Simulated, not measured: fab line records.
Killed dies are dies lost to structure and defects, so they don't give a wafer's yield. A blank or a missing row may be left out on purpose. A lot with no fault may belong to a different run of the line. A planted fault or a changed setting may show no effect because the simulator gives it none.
fab line records	flow sky130
record lots=12	wafers=36	lastDay=50
route steps=708 shown FIELD_ISO@1 SONOS_ONO@183 METAL3@536 PAD_OPEN@708
lots untouched by any fault: they come from a run of this same line in which no faults occurred
startH: start of the lot's first displayed wafer, in hours after the record's first day	waitH: hours from the lot's prior step to this one	" identical to the entry in the row above	L1.1+2: a single row standing in for several wafers	- either no value or no given start	* or withheld: withheld	< > ~ a bound
route shown NAME@n: NAME is a module with steps in the file, n the number in the route of the first one	usual: average and standard deviation across the fault-free wafers	same: alike in all rows	chamber/n: place in a boat	sites: per-site readings	_std_site: standard deviation across them	_edge_site: inner sites' mean taken away from outer sites' mean	radiusMm: how far each site lies from the wafer's centre	mask NAME#n: copy n	behind: the most recent tool/chamber to have shaped the wafer	hold: reason for holding the lot/hours on hold/outcome of the hold	device: whichever transistor did not switch (one of n, p or np)	end of line: tests run on the same wafers once the route is complete	a step given without rows: its recipe and nothing more	killed: dies that structure and defects cost at the first sort, which is not the same as the wafer's yield	map: the dies of a wafer, with x for killed, . for not killed, _ for no die there
set.NAME: the run value of the setting; set.NAME@STEP: its run value at that earlier step	model.NAME: the simulator's own value behind a step, which no gauge read
one table for each step of the route and one row for each wafer, over a sample of lots
services: when a tool's chamber went out of use (startH, in hours from the record's first day, below 0 if earlier), for how many hours, and the reason
## steps
# step SKY_FIELD_ISO_BOW_MEAS_00
# recipe mode=bow
# usual INCOMING_BOW=0/6.5
lot.wafer	tool	chamber	startH	waitH	INCOMING_BOW[um]
L509.1	filmMetro-04	-	10.00	-	0
L509.2	"	-	"	"	-4
L509.6	"	-	"	"	-3
L511.1	filmMetro-04	-	20.00	-	3
L511.4	"	-	"	"	2
L511.6	"	-	"	"	-9
L512.3	filmMetro-01	-	25.04	-	7
L512.5	"	-	"	"	0
L512.6	"	-	"	"	-4
L515.2	filmMetro-02	-	40.02	-	10
L515.3	"	-	"	"	-6
L515.4	"	-	"	"	3
L517.2	filmMetro-02	-	50.02	-	0
L517.5	"	-	"	"	1
L517.6	"	-	"	"	2
L520.2	filmMetro-01	-	65.02	-	3
L520.5	"	-	"	"	-7
L520.6	"	-	"	"	5
L521.1	filmMetro-04	-	70.00	-	-9
L521.3	"	-	"	"	8
L521.6	"	-	"	"	-7
L525.1	filmMetro-02	-	90.00	-	1
L525.2	"	-	"	"	4
L525.3	"	-	"	"	2
L526.1	filmMetro-04	-	95.00	-	-7
L526.4	"	-	"	"	-3
L526.6	"	-	"	"	-2
L528.1	filmMetro-01	-	105.00	-	4
L528.4	"	-	"	"	5
L528.6	"	-	"	"	1
L529.1	filmMetro-02	-	110.00	-	9
L529.2	"	-	"	"	-12
L529.4	"	-	"	"	3
L531.2	filmMetro-04	-	120.02	-	-19
L531.3	"	-	"	"	-15
L531.4	"	-	"	"	1
# step SKY_FIELD_ISO_THK_MEAS_04
# recipe reads=Si3N4_of_FIELD_ISO_CVD_03
# usual FIELD_ISO_CVD_03_THK=164.7/1.9
lot.wafer	tool	chamber	startH	waitH	FIELD_ISO_CVD_03_THK[nm]
L509.1	filmMetro-02	-	14.96	0.0	163.8
L509.2	"	-	"	"	163.7
L509.6	"	-	"	"	163.6
L511.1	filmMetro-01	-	23.49	0.0	163.9
L511.4	"	-	"	"	165.3
L511.6	"	-	"	"	164.3
L512.3	filmMetro-04	-	28.94	0.0	161.4
L512.5	"	-	"	"	162.7
L512.6	"	-	"	"	161.4
L515.2	filmMetro-04	-	44.20	0.0	162.4
L515.3	"	-	"	"	162.2
L515.4	"	-	"	"	161.3
L517.2	filmMetro-02	-	55.43	0.0	165.4
L517.5	"	-	"	"	165.3
L517.6	"	-	"	"	164.4
L520.2	filmMetro-04	-	68.49	0.0	163.5
L520.5	"	-	"	"	163.2
L520.6	"	-	"	"	164.8
L521.1	filmMetro-02	-	73.50	0.0	164.5
L521.3	"	-	"	"	164.4
L521.6	"	-	"	"	164.4
L525.1	filmMetro-04	-	94.42	0.0	165.6
L525.2	"	-	"	"	164.0
L525.3	"	-	"	"	164.4
L526.1	filmMetro-01	-	98.48	0.0	162.7
L526.4	"	-	"	"	163.8
L526.6	"	-	"	"	162.4
L528.1	filmMetro-04	-	109.04	0.0	169.2
L528.4	"	-	"	"	168.8
L528.6	"	-	"	"	168.8
L529.1	filmMetro-02	-	113.82	0.0	166.5
L529.2	"	-	"	"	167.5
L529.4	"	-	"	"	167.6
L531.2	filmMetro-02	-	126.02	0.0	168.1
L531.3	"	-	"	"	166.8
L531.4	"	-	"	"	165.5
# step SKY_SONOS_ONO_ETCH_15
# recipe targetDepthNm=19.52	chemistry=CHF3/O2	sourceW=600	biasW=200	pressureMtorr=40	chf3FlowSccm=50	O2_flow_sccm=5	timeS=7.8
# usual drypumpMotorCurrentA=5.7/0.53	oesProductAu=0.999/0.0081	throttleValvePct=8.826/0.01
lot.wafer	tool	chamber	startH	waitH	drypumpMotorCurrentA	oesProductAu	rfHoursCounterH	throttleValvePct
L509.1	rieDiel-03	0	277.49	0.0	5.1	1.009	10	8.822
L509.2	"	1	"	"	4.8	1.010	128	8.832
L509.6	"	0	"	"	5.2	1.003	-	8.830
L511.1	rieDiel-01	2	300.81	0.0	6.2	1.003	0	8.827
L511.4	"	0	"	"	5.0	1.022	97	8.842
L511.6	"	3	"	"	6.2	1.003	-	8.827
L512.3	rieDiel-03	0	308.56	0.0	5.2	1.015	10	8.833
L512.5	"	0	"	"	5.1	1.013	-	8.824
L512.6	"	1	"	"	4.8	1.000	-	8.832
L515.2	rieDiel-03	0	329.07	0.0	5.1	0.999	10	8.828
L515.3	"	3	"	"	6.3	0.994	0	8.833
L515.4	"	3	"	"	6.4	0.990	-	8.818
L517.2	rieDiel-03	0	342.54	0.0	5.2	1.000	11	8.830
L517.5	"	3	"	"	6.4	1.007	-	8.830
L517.6	"	1	"	"	4.8	1.003	-	8.831
L520.2	rieDiel-03	1	370.62	0.0	4.8	0.998	1	8.812
L520.5	"	3	"	"	6.5	0.997	-	8.822
L520.6	"	2	"	"	5.7	0.997	-	8.839
L521.1	rieDiel-03	2	380.87	0.0	5.7	0.999	1	8.849
L521.3	"	3	"	"	6.4	1.001	1	8.822
L521.6	"	3	"	"	6.4	1.011	-	8.833
L525.1	rieDiel-02	1	428.51	0.0	5.9	1.000	6	8.815
L525.2	"	3	"	"	5.9	1.001	47	8.822
L525.3	"	2	"	"	5.9	1.010	58	8.837
L526.1	rieDiel-03	1	428.97	0.0	4.8	0.993	2	8.833
L526.4	"	1	"	"	4.8	0.997	-	8.830
L526.6	"	2	"	"	5.7	0.994	-	8.813
L528.1	rieDiel-01	3	437.44	0.0	6.2	0.996	1	8.812
L528.4	"	1	"	"	5.9	0.984	83	8.809
L528.6	"	2	"	"	6.2	0.985	-	8.811
L529.1	rieDiel-02	2	441.74	0.0	5.8	1.004	59	8.821
L529.2	"	3	"	"	5.8	1.001	47	8.827
L529.4	"	0	"	"	5.8	0.994	6	8.802
L531.2	rieDiel-02	2	458.64	0.0	5.8	0.998	59	8.829
L531.3	"	1	"	"	5.9	1.002	7	8.815
L531.4	"	0	"	"	5.8	0.988	6	8.818
# step SKY_METAL3_SPUTTER_04
# recipe material=TiN	targetThkNm=70	powerW=6500	timeS=58.3	chamberPressurePa=0.4
# usual chamberPressurePa=0.3999/0.00086	throttleValvePct=30.0/1
lot.wafer	tool	chamber	startH	waitH	chamberPressurePa	throttleValvePct
L509.1	pvdSputter-03	-	849.99	0.0	0.3992	30.3
L509.2	"	-	"	"	0.3995	29.0
L509.6	"	-	"	"	0.3996	30.0
L511.1	pvdSputter-03	-	868.52	0.0	0.4003	30.1
L511.4	"	-	"	"	0.3989	30.9
L511.6	"	-	"	"	0.4007	28.8
L512.3	pvdSputter-03	-	874.02	0.0	0.3993	29.6
L512.5	"	-	"	"	0.4007	29.7
L512.6	"	-	"	"	0.4003	28.7
L515.2	pvdSputter-01	-	892.78	0.0	0.4004	29.4
L515.3	"	-	"	"	0.3985	29.9
L515.4	"	-	"	"	0.3993	28.9
L517.2	pvdSputter-03	-	914.29	0.0	0.3987	29.9
L517.5	"	-	"	"	0.4004	29.6
L517.6	"	-	"	"	0.3996	28.6
L520.2	pvdSputter-03	-	934.14	0.0	0.3997	30.1
L520.5	"	-	"	"	0.3991	30.8
L520.6	"	-	"	"	0.3995	29.8
L521.1	pvdSputter-01	-	938.60	0.0	0.4003	28.5
L521.3	"	-	"	"	0.3997	30.2
L521.6	"	-	"	"	0.4007	29.1
L525.1	pvdSputter-03	-	977.25	0.0	0.4418	27.2
L525.2	"	-	"	"	0.4415	28.7
L525.3	"	-	"	"	0.4427	28.1
L526.1	pvdSputter-03	-	980.56	0.0	0.4419	28.4
L526.4	"	-	"	"	0.4440	27.4
L526.6	"	-	"	"	0.4418	28.5
L528.1	pvdSputter-01	-	986.48	0.0	0.4007	30.3
L528.4	"	-	"	"	0.4008	29.5
L528.6	"	-	"	"	0.4001	29.2
L529.1	pvdSputter-02	-	992.69	0.0	0.3994	31.8
L529.2	"	-	"	"	0.3991	30.8
L529.4	"	-	"	"	0.3999	30.7
L531.2	pvdSputter-01	-	1008.07	0.0	0.3998	29.2
L531.3	"	-	"	"	0.3998	28.5
L531.4	"	-	"	"	0.3993	30.5
# step SKY_PAD_OPEN_PROBE_99
# usual defectLimitedYield=81.9/1.9	killed_at_M0_to_M3=45/7.3	killed_at_M4_up=3.2/1.8	killedAtContacts=25/5.5	killedAtFrontEnd=15/4.2	killedAtOther=0.3/0.69	killedDies=89/9.4	killedOnRim=17/3.8	killedOpen=49/6.6	killedShort=40/6.4	sort_bin_3_pad_short=0.9/0.43	sort_bin_5_function=10.7/1.5	sort_bin_6_memory=6.5/1.2	sortNPass=403/9.4	sortYieldPct=81.9/1.9
# same grossDies=492	killedAtBackSide=0	sort_bin_4_leakage[%]=0	sort_bin_8_speed[%]=0
lot.wafer	tool	chamber	startH	waitH	defectLimitedYield[%]	killed_at_M0_to_M3	killed_at_M4_up	killedAtContacts	killedAtFrontEnd	killedAtOther	killedDies	killedOnRim	killedOpen	killedShort	sort_bin_3_pad_short[%]	sort_bin_5_function[%]	sort_bin_6_memory[%]	sortNPass	sortYieldPct[%]
L509.1	prober-01	-	1076.02	0.1	80.9	51	3	22	18	0	94	17	59	35	0.6	9.6	8.9	398	80.9
L509.2	prober-01	-	1076.07	0.1	85.2	31	4	24	14	0	73	15	41	32	2.0	7.3	5.5	419	85.2
L509.6	prober-01	-	1076.27	0.2	83.7	43	4	21	12	0	80	12	48	32	0.4	8.9	6.9	412	83.7
L511.1	prober-02	-	1092.02	0.1	81.3	52	1	25	14	0	92	14	51	41	0.4	11.4	6.9	400	81.3
L511.4	prober-02	-	1092.17	0.2	81.1	48	2	28	15	0	93	20	54	39	1.2	10.6	7.1	399	81.1
L511.6	prober-02	-	1092.27	0.2	78.7	54	5	30	16	0	105	17	55	50	2.0	10.8	8.5	387	78.7
L512.3	prober-01	-	1094.81	0.2	81.1	47	7	24	15	0	93	20	52	41	0.6	12.6	5.7	399	81.1
L512.5	prober-01	-	1094.91	0.2	80.1	45	6	34	13	0	98	23	54	44	1.6	12.0	6.3	394	80.1
L512.6	prober-01	-	1094.96	0.2	79.5	41	2	41	17	0	101	19	55	46	1.2	11.6	7.7	391	79.5
L515.2	prober-01	-	1108.33	0.1	82.9	47	1	23	13	0	84	18	53	31	0.8	11.0	5.3	408	82.9
L515.3	prober-01	-	1108.38	0.2	80.9	48	5	29	12	0	94	14	50	44	1.2	11.6	6.3	398	80.9
L515.4	prober-01	-	1108.43	0.2	79.9	46	5	31	17	0	99	21	48	51	1.0	11.0	8.1	393	79.9
L517.2	prober-02	-	1128.22	0.1	80.5	43	1	28	23	1	96	17	59	36	1.2	10.6	7.7	396	80.5
L517.5	prober-02	-	1128.37	0.2	82.5	39	6	26	13	2	86	17	47	38	1.4	10.4	5.7	406	82.5
L517.6	prober-02	-	1128.42	0.2	76.0	70	0	28	20	0	118	27	64	54	1.6	12.8	9.6	374	76.0
L520.2	prober-01	-	1144.01	0.1	83.3	39	3	27	11	2	82	21	47	33	1.8	8.3	6.5	410	83.3
L520.5	prober-01	-	1144.16	0.2	82.1	32	3	28	22	3	88	13	49	37	0.4	11.6	5.9	404	82.1
L520.6	prober-01	-	1144.21	0.2	78.0	50	5	28	25	0	108	20	60	48	1.4	14.2	6.3	384	78.0
L521.1	prober-02	-	1145.51	0.1	81.9	48	5	18	17	1	89	16	35	52	0.8	12.6	4.7	403	81.9
L521.3	prober-02	-	1145.61	0.2	81.5	48	2	30	11	0	91	15	50	41	1.0	12.2	5.3	401	81.5
L521.6	prober-02	-	1145.76	0.2	79.7	59	1	26	13	1	100	19	62	38	0.6	12.2	7.5	392	79.7
L525.1	prober-02	-	1173.48	0.1	82.5	41	3	24	18	0	86	16	42	44	0.4	9.8	7.3	406	82.5
L525.2	prober-02	-	1173.53	0.1	84.6	41	4	18	13	0	76	13	45	31	0.2	9.1	6.1	416	84.6
L525.3	prober-02	-	1173.58	0.2	84.6	32	1	27	16	0	76	13	52	24	0.8	10.0	4.7	416	84.6
L526.1	prober-01	-	1177.16	0.1	80.5	53	4	27	12	0	96	20	55	41	0.8	11.6	7.1	396	80.5
L526.4	prober-01	-	1177.31	0.2	82.9	36	2	26	20	0	84	18	43	41	0.8	9.1	7.1	408	82.9
L526.6	prober-01	-	1177.41	0.2	79.3	51	3	27	20	1	102	23	57	45	1.6	12.6	6.5	390	79.3
L528.1	prober-01	-	1181.81	0.1	81.9	55	2	22	10	0	89	27	48	41	1.2	10.6	6.3	403	81.9
L528.4	prober-01	-	1181.96	0.2	82.9	37	4	25	18	0	84	17	50	34	1.2	10.0	5.9	408	82.9
L528.6	prober-01	-	1182.06	0.2	82.1	39	4	28	17	0	88	15	46	40	0.4	9.8	7.7	404	82.1
L529.1	prober-02	-	1184.69	0.1	83.3	38	2	22	20	0	82	22	45	37	1.6	9.6	5.5	410	83.3
L529.2	prober-02	-	1184.74	0.1	81.1	48	1	32	12	0	93	17	52	41	1.6	10.8	6.5	399	81.1
L529.4	prober-02	-	1184.84	0.2	81.3	55	1	28	8	0	92	20	55	37	0.6	11.4	6.7	400	81.3
L531.2	prober-02	-	1196.87	0.1	82.1	46	5	23	14	0	88	20	47	41	1.0	9.1	7.7	404	82.1
L531.3	prober-02	-	1196.92	0.2	83.1	45	3	19	16	0	83	14	46	37	1.4	9.1	6.3	409	83.1
L531.4	prober-02	-	1196.97	0.2	80.9	52	4	29	9	0	94	15	51	43	0.8	11.6	6.7	398	80.9
# killed by level:class
L509.1 VIA1:geometricParticle:open=11 CONTACT:geometricParticle:open=11 POLY_GATE:geometricParticle:short=9 LI_CONTACT:geometricParticle:open=9 VIA3:geometricParticle:open=8 METAL2:geometricParticle:short=7 VIA2:geometricParticle:open=7 VIA1:geometricParticle:short=5
L509.2 CONTACT:geometricParticle:open=9 VIA2:geometricParticle:open=9 FIELD_ISO:geometricParticle:short=6 LI_CONTACT:geometricParticle:open=6 CONTACT:geometricParticle:short=4 METAL1:geometricParticle:short=4 VIA1:geometricParticle:open=4 FIELD_ISO:geometricParticle:open=3
L509.6 VIA1:geometricParticle:open=10 CONTACT:geometricParticle:open=9 VIA2:geometricParticle:open=9 LI_CONTACT:geometricParticle:open=5 VIA1:geometricParticle:short=5 METAL1:geometricParticle:short=4 VIA2:geometricParticle:short=4 FIELD_ISO:geometricParticle:open=3
L511.1 VIA1:geometricParticle:open=13 VIA3:geometricParticle:open=12 LI_CONTACT:geometricParticle:open=9 METAL2:geometricParticle:short=6 FIELD_ISO:geometricParticle:short=5 LOCAL_INTERCONNECT:geometricParticle:short=5 METAL1:geometricParticle:short=5 VIA1:geometricParticle:short=5
L511.4 CONTACT:geometricParticle:open=13 VIA1:geometricParticle:open=9 VIA1:geometricParticle:short=7 VIA2:geometricParticle:open=7 LI_CONTACT:geometricParticle:open=6 METAL1:geometricParticle:short=6 VIA3:geometricParticle:open=5 FIELD_ISO:geometricParticle:open=4
L511.6 LI_CONTACT:geometricParticle:open=11 VIA1:geometricParticle:open=11 VIA1:geometricParticle:short=9 CONTACT:geometricParticle:open=9 VIA3:geometricParticle:open=9 FIELD_ISO:geometricParticle:short=5 METAL1:geometricParticle:short=5 LI_CONTACT:geometricParticle:short=4
L512.3 VIA1:geometricParticle:open=16 FIELD_ISO:geometricParticle:open=7 LI_CONTACT:geometricParticle:open=7 VIA1:geometricParticle:short=7 CONTACT:geometricParticle:open=6 METAL2:geometricParticle:short=5 METAL4:geometricParticle:short=5 LI_CONTACT:geometricParticle:short=4
L512.5 VIA1:geometricParticle:open=14 LI_CONTACT:geometricParticle:open=13 CONTACT:geometricParticle:open=10 METAL2:geometricParticle:short=7 FIELD_ISO:geometricParticle:open=6 VIA1:geometricParticle:short=6 CONTACT:geometricParticle:short=6 FIELD_ISO:geometricParticle:short=4
L512.6 LI_CONTACT:geometricParticle:open=21 VIA2:geometricParticle:open=8 VIA3:geometricParticle:open=7 FIELD_ISO:geometricParticle:short=7 METAL2:geometricParticle:short=7 CONTACT:geometricParticle:short=7 CONTACT:geometricParticle:open=6 LI_CONTACT:geometricParticle:short=5
L515.2 LI_CONTACT:geometricParticle:open=10 VIA2:geometricParticle:open=9 VIA1:geometricParticle:open=8 CONTACT:geometricParticle:open=8 METAL1:geometricParticle:short=7 METAL2:geometricParticle:short=6 VIA3:geometricParticle:open=6 POLY_GATE:geometricParticle:open=5
L515.3 LI_CONTACT:geometricParticle:open=10 VIA1:geometricParticle:open=10 METAL1:geometricParticle:short=9 CONTACT:geometricParticle:open=8 METAL2:geometricParticle:short=6 VIA3:geometricParticle:open=6 LOCAL_INTERCONNECT:geometricParticle:short=5 METAL4:geometricParticle:short=5
L515.4 VIA1:geometricParticle:open=9 POLY_GATE:geometricParticle:short=8 METAL2:geometricParticle:short=7 CONTACT:geometricParticle:open=7 CONTACT:geometricParticle:short=7 VIA3:geometricParticle:open=7 VIA2:geometricParticle:open=6 LOCAL_INTERCONNECT:geometricParticle:short=6
L517.2 CONTACT:geometricParticle:open=11 VIA1:geometricParticle:open=10 LI_CONTACT:geometricParticle:open=9 VIA2:geometricParticle:open=8 FIELD_ISO:geometricParticle:short=6 POLY_GATE:geometricParticle:open=6 POLY_GATE:geometricParticle:short=5 METAL1:geometricParticle:short=5
L517.5 VIA1:geometricParticle:open=13 LI_CONTACT:geometricParticle:open=12 CONTACT:geometricParticle:short=6 VIA3:geometricParticle:short=5 VIA1:geometricParticle:short=5 VIA2:geometricParticle:open=5 LI_CONTACT:geometricParticle:short=4 METAL4:geometricParticle:short=4
L517.6 CONTACT:geometricParticle:open=13 METAL2:geometricParticle:short=11 VIA1:geometricParticle:open=11 LI_CONTACT:geometricParticle:open=10 VIA3:geometricParticle:open=10 VIA1:geometricParticle:short=9 METAL1:geometricParticle:short=8 VIA2:geometricParticle:open=7
L520.2 CONTACT:geometricParticle:open=12 VIA1:geometricParticle:open=9 VIA3:geometricParticle:open=7 METAL2:geometricParticle:short=7 CONTACT:geometricParticle:short=5 LI_CONTACT:geometricParticle:open=5 VIA2:geometricParticle:open=5 FIELD_ISO:geometricParticle:short=4
L520.5 LI_CONTACT:geometricParticle:open=9 CONTACT:geometricParticle:open=9 VIA1:geometricParticle:open=9 FIELD_ISO:geometricParticle:short=6 FIELD_ISO:geometricParticle:open=5 METAL1:geometricParticle:short=5 VIA3:geometricParticle:open=4 POLY_GATE:geometricParticle:short=3
L520.6 VIA1:geometricParticle:open=15 CONTACT:geometricParticle:open=13 VIA2:geometricParticle:open=11 CONTACT:geometricParticle:short=8 METAL2:geometricParticle:short=7 VIA1:geometricParticle:short=6 FIELD_ISO:geometricParticle:short=5 POLY_GATE:geometricParticle:short=4
L521.1 METAL1:geometricParticle:short=10 VIA3:geometricParticle:short=8 VIA3:geometricParticle:open=7 CONTACT:geometricParticle:open=7 LOCAL_INTERCONNECT:geometricParticle:short=6 VIA1:geometricParticle:short=5 SPACER:geometricParticle:short=4 METAL2:geometricParticle:short=4
L521.3 CONTACT:geometricParticle:open=13 VIA1:geometricParticle:open=11 CONTACT:geometricParticle:short=8 VIA2:geometricParticle:open=8 VIA3:geometricParticle:short=6 METAL2:geometricParticle:short=5 LI_CONTACT:geometricParticle:open=4 METAL1:geometricParticle:short=4
L521.6 VIA1:geometricParticle:open=17 LOCAL_INTERCONNECT:geometricParticle:short=7 LI_CONTACT:geometricParticle:open=7 VIA3:geometricParticle:open=7 CONTACT:geometricParticle:open=6 METAL1:geometricParticle:open=5 FIELD_ISO:geometricParticle:open=5 METAL2:geometricParticle:open=5
L525.1 VIA1:geometricParticle:open=9 METAL2:geometricParticle:short=8 CONTACT:geometricParticle:short=7 LI_CONTACT:geometricParticle:open=6 CONTACT:geometricParticle:open=6 POLY_GATE:geometricParticle:short=5 VIA3:geometricParticle:open=5 VIA3:geometricParticle:short=5
L525.2 VIA1:geometricParticle:open=11 VIA3:geometricParticle:open=9 LI_CONTACT:geometricParticle:open=5 POLY_GATE:geometricParticle:short=4 CONTACT:geometricParticle:short=4 METAL2:geometricParticle:short=4 VIA2:geometricParticle:open=4 METAL4:geometricParticle:short=4
L525.3 CONTACT:geometricParticle:open=13 LI_CONTACT:geometricParticle:open=8 POLY_GATE:geometricParticle:open=7 VIA1:geometricParticle:open=7 VIA2:geometricParticle:open=6 VIA3:geometricParticle:open=5 VIA1:geometricParticle:short=4 POLY_GATE:geometricParticle:short=3
L526.1 VIA1:geometricParticle:open=16 VIA3:geometricParticle:open=9 LI_CONTACT:geometricParticle:open=8 VIA1:geometricParticle:short=7 FIELD_ISO:geometricParticle:open=6 VIA3:geometricParticle:short=6 VIA2:geometricParticle:open=5 LI_CONTACT:geometricParticle:short=5
L526.4 FIELD_ISO:geometricParticle:short=8 FIELD_ISO:geometricParticle:open=8 LI_CONTACT:geometricParticle:open=8 CONTACT:geometricParticle:open=8 VIA1:geometricParticle:open=8 LOCAL_INTERCONNECT:geometricParticle:short=7 METAL1:geometricParticle:short=5 VIA2:geometricParticle:short=5
L526.6 CONTACT:geometricParticle:open=13 VIA2:geometricParticle:open=8 VIA1:geometricParticle:open=8 VIA3:geometricParticle:open=7 METAL2:geometricParticle:short=6 FIELD_ISO:geometricParticle:open=6 LOCAL_INTERCONNECT:geometricParticle:short=6 METAL1:geometricParticle:short=6
L528.1 CONTACT:geometricParticle:open=10 VIA1:geometricParticle:open=10 VIA1:geometricParticle:short=9 METAL2:geometricParticle:short=8 VIA3:geometricParticle:open=7 VIA2:geometricParticle:open=6 LI_CONTACT:geometricParticle:open=5 METAL2:geometricParticle:open=4
L528.4 VIA2:geometricParticle:open=9 CONTACT:geometricParticle:open=8 FIELD_ISO:geometricParticle:open=6 VIA3:geometricParticle:open=6 POLY_GATE:geometricParticle:open=6 VIA1:geometricParticle:short=6 CONTACT:geometricParticle:short=5 METAL2:geometricParticle:short=5
L528.6 CONTACT:geometricParticle:open=10 VIA1:geometricParticle:open=8 LI_CONTACT:geometricParticle:open=7 VIA3:geometricParticle:open=6 VIA2:geometricParticle:open=6 VIA3:geometricParticle:short=5 CONTACT:geometricParticle:short=5 LOCAL_INTERCONNECT:geometricParticle:short=4
L529.1 CONTACT:geometricParticle:open=8 LI_CONTACT:geometricParticle:open=7 VIA3:geometricParticle:open=7 FIELD_ISO:geometricParticle:short=6 VIA1:geometricParticle:open=6 METAL2:geometricParticle:short=5 VIA1:geometricParticle:short=5 VIA2:geometricParticle:open=5
L529.2 VIA1:geometricParticle:open=13 CONTACT:geometricParticle:open=13 LI_CONTACT:geometricParticle:open=8 METAL2:geometricParticle:short=7 VIA3:geometricParticle:short=6 CONTACT:geometricParticle:short=5 METAL1:geometricParticle:short=5 LOCAL_INTERCONNECT:geometricParticle:short=4
L529.4 VIA1:geometricParticle:open=11 CONTACT:geometricParticle:open=10 VIA3:geometricParticle:open=9 CONTACT:geometricParticle:short=9 METAL2:geometricParticle:short=8 LI_CONTACT:geometricParticle:open=6 VIA3:geometricParticle:short=5 METAL1:geometricParticle:open=5
L531.2 VIA3:geometricParticle:open=9 LI_CONTACT:geometricParticle:open=8 CONTACT:geometricParticle:open=8 FIELD_ISO:geometricParticle:short=6 VIA2:geometricParticle:open=6 CONTACT:geometricParticle:short=5 VIA3:geometricParticle:short=5 METAL4:geometricParticle:short=4
L531.3 VIA2:geometricParticle:open=13 METAL2:geometricParticle:short=7 METAL1:geometricParticle:short=6 FIELD_ISO:geometricParticle:open=5 CONTACT:geometricParticle:open=5 VIA1:geometricParticle:open=5 FIELD_ISO:geometricParticle:short=4 LI_CONTACT:geometricParticle:short=4
L531.4 CONTACT:geometricParticle:open=13 VIA1:geometricParticle:open=12 VIA2:geometricParticle:open=9 METAL2:geometricParticle:short=7 VIA3:geometricParticle:open=7 CONTACT:geometricParticle:short=5 METAL1:geometricParticle:short=5 LI_CONTACT:geometricParticle:short=4
## services
tool	chamber	startH	hours	kind
rieDiel-03	0	258.78	3.9	repair
rieDiel-03	3	303.56	11.7	repair
rieDiel-03	-	313.78	14.6	pm
rieDiel-03	-	331.56	0.4	repair
pvdSputter-03	-	341.08	0.5	repair
rieDiel-03	1	361.43	5.9	repair
rieDiel-03	3	362.47	7.1	repair
pvdSputter-03	-	382.31	4.8	repair
rieDiel-03	0	386.75	16.0	repair
rieDiel-03	3	427.38	5.5	repair
rieDiel-03	0	430.11	3.5	repair
pvdSputter-03	-	442.84	6.6	repair
pvdSputter-03	-	479.31	3.4	repair
rieDiel-03	2	503.82	3.5	repair
rieDiel-03	3	513.85	1.4	repair
pvdSputter-03	-	524.55	9.1	repair
rieDiel-03	2	551.96	3.6	repair
pvdSputter-03	-	583.60	13.4	repair
pvdSputter-03	-	629.73	1.6	repair
pvdSputter-03	-	666.45	0.9	repair
rieDiel-03	-	747.42	2.8	pm
pvdSputter-03	-	768.61	11.9	repair
rieDiel-03	2	802.85	6.4	repair
rieDiel-03	3	809.97	4.1	repair
## key
firstSign step=SKY_METAL3_SPUTTER_04	reading=chamberPressurePa	direction=up	sigmas=49	usual=0.3999	struck=0.4423
effect step=SKY_METAL3_SPUTTER_04	reading=throttleValvePct	direction=down	sigmas=1.9	usual=30.0	struck=28.0
metAt SKY_METAL3_SPUTTER_04
struckLots L525,L526
notActingAt SKY_FIELD_ISO_BOW_MEAS_00,SKY_FIELD_ISO_THK_MEAS_04,SKY_SONOS_ONO_ETCH_15
onsetBetween 934.14 977.25
fault kind=processParameterDrift	tool=pvdSputter-03	chamber=-	onsetH=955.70	steps=SKY_METAL3_SPUTTER_04	channel=chamberPressurePa	offset=0.041977	shape=step	endH=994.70	actsIn=theseRecipesOnly	stated=0.4
